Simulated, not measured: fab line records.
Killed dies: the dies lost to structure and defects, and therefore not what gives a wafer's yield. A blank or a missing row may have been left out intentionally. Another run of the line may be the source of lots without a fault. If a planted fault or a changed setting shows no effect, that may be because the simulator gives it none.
Problem report in the 8D (eight disciplines) form, filled by code + flow gf180mcu + the parts of the form that need people (team, actions taken, sign-off) are left out

== 1. PROBLEM STATEMENT ==
developer-temp-C at GF_VT_IMPLANT_DEVELOP_39 reads a mean of 22.12 C on 6 wafers of 2 lots; wafers without a fault read 23.01 C with a standard deviation of 0.12. That puts it -7.4 standard deviations away from the usual mean.
The step: develop time 60 s.
Seen first at day 9 02:12 on litho-track-03, wafer L167.3. The record has a number at this step for 18 wafers belonging to 6 lots. The rule behind "out" and "out of limits": a value lying over 4 standard deviations away from the usual mean. Any other wafer with a number is counted as sound.

== 2. WHAT THIS IS AND IS NOT ==
| question                    | is                     | is not                                                                   |
|-----------------------------|------------------------|--------------------------------------------------------------------------|
| which readings at this step | developer-temp-C       | -                                                                        |
| which lots                  | L167, L173             | L164, L168, L175, L185                                                   |
| which wafers of those lots  | all that have a number | -                                                                        |
| read on which tools         | litho-track-03         | litho-track-01, litho-track-02                                           |
| when                        | from day 9 02:12       | up to then (6 sound wafers); but 6 sound wafers of L175, L185 came after |

== 3. THE SUSPECTS, EACH WITH WHAT RULES IT OUT ==
Counting: a tool at a process step up to the reading stays a suspect if it ran every lot that is out and no sound lot after the first of them.
- plasma-asher-04 at GF_VT_IMPLANT_STRIP_31 (strips in O2/N2): kept. It processed each lot that is out, first L167 at day 8 10:10, and no sound lot thereafter; up to then, the last sound lot it processed was L168 at day 8 08:53.
- litho-track-03 at GF_VT_IMPLANT_DEVELOP_39 (develop time 60 s): ruled out as a lasting fault. Sound lots L185 ran on it after its first lot that is out, L167 (day 9 02:12).
The count leaves plasma-asher-04 at GF_VT_IMPLANT_STRIP_31.

== 4. THE CAUSE (what the simulator had put in) ==
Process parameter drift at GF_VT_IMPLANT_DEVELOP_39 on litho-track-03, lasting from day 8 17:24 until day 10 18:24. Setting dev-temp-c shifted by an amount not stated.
Counting ruled it out, wrongly.

== 5. THE EFFECT CHAIN, in route order ==
One row per reading whose mean, taken over the struck wafers that have a number, lies over 3 standard deviations from the usual. Only readings for which the record gives a usual standard deviation are gone through. hours: the time from each lot's start at the first step in this table that gives one to its start at this step, as a median over the lots. sigmas: the change in usual standard deviations.
| hours | step                     | reading          | usual   | on struck wafers | change | sigmas |
|-------|--------------------------|------------------|---------|------------------|--------|--------|
| 0     | GF_VT_IMPLANT_DEVELOP_39 | developer-temp-C | 23.01 C | 22.12            | -0.89  | -7.4   |
Here are the process steps it includes:
- GF_VT_IMPLANT_DEVELOP_39: develop time 60 s.
At these later measuring or inspecting steps, every struck wafer for which the step has a row has a number for every such reading, and none has moved that far: GF_VT_IMPLANT_OVL_MEAS_40.

== 6. HOW IT WOULD HAVE BEEN CAUGHT EARLIER ==
The fault began at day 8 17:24; the first out-of-limits reading in this record came at day 9 02:12, 9 hours later.
